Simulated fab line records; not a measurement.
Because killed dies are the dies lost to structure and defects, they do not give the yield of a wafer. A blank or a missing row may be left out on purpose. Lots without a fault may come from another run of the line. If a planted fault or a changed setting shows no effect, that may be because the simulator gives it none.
Matching of chambers | flow gf180mcu | GF_MIM_CVD_05 on pecvd-01 has 3 sister chambers
The step deposits Si3N4, target thk 42 nm, time 29.086 s. 3 wafers are shown with their chamber, then 9 later ones without.

== WAFERS WITH THEIR CHAMBER ==
wafer  | chamber | heater power w (W)
L957.4 | 0       | 681
L959.4 | 1       | 692
L959.6 | 2       | 654

== WAFERS WITHOUT THEIR CHAMBER ==
wafer  | heater power w (W)
L969.1 | 670
L969.3 | 709
L969.4 | 712
L970.1 | 611
L970.3 | 788
L970.5 | 713
L974.2 | 801
L974.3 | 649
L974.5 | 656

== WHICH CHAMBER EACH ONE RAN IN ==
wafer  | from the rows above          | in truth
L969.1 | can't be placed: 0 or 2 or 1 | 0
L969.3 | can't be placed: 1 or 0 or 2 | 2
L969.4 | can't be placed: 1 or 0 or 2 | 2
L970.1 | can't be placed: 2 or 0 or 1 | 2
L970.3 | can't be placed: 1 or 0 or 2 | 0
L970.5 | can't be placed: 1 or 0 or 2 | 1
L974.2 | can't be placed: 1 or 0 or 2 | 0
L974.3 | can't be placed: 2 or 0 or 1 | 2
L974.5 | can't be placed: 2 or 0 or 1 | 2
0 of 9 placed correctly. Cannot be placed on the basis of these rows: 9; the candidates contain the true chamber in 9. Wrongly placed: 0.
How it was worked out, from the rows above alone: a wafer's distance from a chamber is the root of the sum, over the readings, of the square of ((its reading less the chamber's mean) divided by the reading's scatter). The wafer belongs to the nearest chamber; if the next one is less than 2 further off, it can't be placed. For every chamber, the mean is computed from those of its wafers that are shown. The scatter (one wafer shown for each chamber): square how far every hidden wafer sits from the nearest shown wafer, average those squares and take the square root.
